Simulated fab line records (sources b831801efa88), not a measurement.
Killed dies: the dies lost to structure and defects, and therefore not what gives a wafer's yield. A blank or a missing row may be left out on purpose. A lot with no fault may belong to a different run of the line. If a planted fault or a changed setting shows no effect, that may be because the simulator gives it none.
A struck lot beside a sound one ; flow sky130 ; 15 steps out of a route of 708
Sound: wafers L189.1, L189.2, L189.3. Struck: wafer L201.5 (L201.1, L201.6, from the same lot, were not struck and are left out); the cause is given at the end.
For every step that has rows: the tool of each side, followed by ch and its chambers, followed by its first start. Under that, the readings that differ: sound wafers ; struck wafers ; difference of the means ; sigmas: that difference in standard deviations of wafers without a fault.
alike: readings whose means differ by less than 2 such deviations, and words and numbers that are the same on both sides. not compared: withheld readings, readings that some wafer has no value for, bounds like >300 that may hide the same value, and numbers for which the record gives no deviation and whose values overlap.
Wherever a step has rows on one side only, a row that says differs or no value, or a row with sigmas, the two part there. Numbers that don't overlap but have no deviation are shown without sigmas and don't part them. Lack of a reading on every wafer of one side parts them only where that side has two or more wafers.

SKY_METAL2_THK_MEAS_06: measures by xrf.
  struck on filmMetro-02, day 37 18:47; sound on filmMetro-02, day 33 22:56
reading;sound;struck;difference;sigmas
METAL2_ALCU_THK (nm);255 252 254;247;-7;-2
then, 8 steps without rows for these wafers: SKY_METAL2_DEHYDRATE_07 (time 60 s); SKY_METAL2_HMDS_08 (prime time 60 s); SKY_METAL2_COAT_09 (resist thk 60 nm); SKY_METAL2_COAT_10 (resist thk 450 nm); SKY_METAL2_SOFTBAKE_11 (time 90 s); SKY_METAL2_EXPOSE_12 (exposes mask MM2, target cd 140 nm); SKY_METAL2_PEB_13; SKY_METAL2_DEVELOP_14 (develop time 60 s).
SKY_METAL2_CD_MEAS_15: target cd 140 nm.
  struck on cdSem-01, day 38 20:17; sound on cdSem-02, day 35 01:37
  alike: cdNm
SKY_METAL2_OVL_MEAS_16:
  struck on overlay-01, day 38 20:24; sound on overlay-01, day 35 01:44
  alike: METAL2_OVL
SKY_METAL2_DESCUM_17: chemistry O2, time 8 s.
  sound on rieMetal-02 ch 0,1, day 35 01:47; struck on rieMetal-04 ch 0, day 38 20:26
  alike: drypumpMotorCurrentA, oesProductAu
  not compared: rfHoursCounterH
SKY_METAL2_ETCH_18: etches BARC in N2/H2, stops on SiO2, time 45.9 s, target depth 60 nm.
  sound on rieMetal-02 ch 0,1, day 35 01:49; struck on rieMetal-04 ch 0, day 38 20:28
reading;sound;struck;difference;sigmas
rfFwdPowerW (W);495.8 495.5 494.1;573.4;+78.3;+43
model.KrF-thick_of_METAL2_COAT_10.thkNm (nm);391.2 391.8 390.5;385.1;-6.1;
  alike: drypumpMotorCurrentA, oesProductAu, throttleValvePct
  not compared: rfHoursCounterH
SKY_METAL2_METAL_ETCH_19: etches the open film in Cl2/BCl3, stops on SiO2, target depth 360 nm, time 78 s.
  sound on rieMetal-02 ch 0,1, day 35 01:52; struck on rieMetal-04 ch 0, day 38 20:32
reading;sound;struck;difference;sigmas
oesProductAu (a.u.);0.866 0.855 0.859;0.845;-0.015;-3
model.KrF-thick_of_METAL2_COAT_10.thkNm (nm);156.5 156.3 157.4;151.7;-5.0;
  alike: bcl3FlowSccm, drypumpMotorCurrentA, rfFwdPowerW, throttleValvePct
  not compared: rfHoursCounterH
SKY_METAL2_STRIP_20: strips in O2/N2.
  sound on plasmaAsher-02 ch 0,1, day 35 01:58; struck on plasmaAsher-01 ch 1, day 38 20:37
  alike: drypumpMotorCurrentA, oesProductAu, stripTimeToEndpointS
  not compared: rfHoursCounterH

WHERE THEY PART
Earliest at SKY_METAL2_THK_MEAS_06; latest, in this record, at SKY_METAL2_METAL_ETCH_19. Later steps at which nothing parts them and some readings are alike: SKY_METAL2_STRIP_20.

WHY: whatever the simulator had introduced
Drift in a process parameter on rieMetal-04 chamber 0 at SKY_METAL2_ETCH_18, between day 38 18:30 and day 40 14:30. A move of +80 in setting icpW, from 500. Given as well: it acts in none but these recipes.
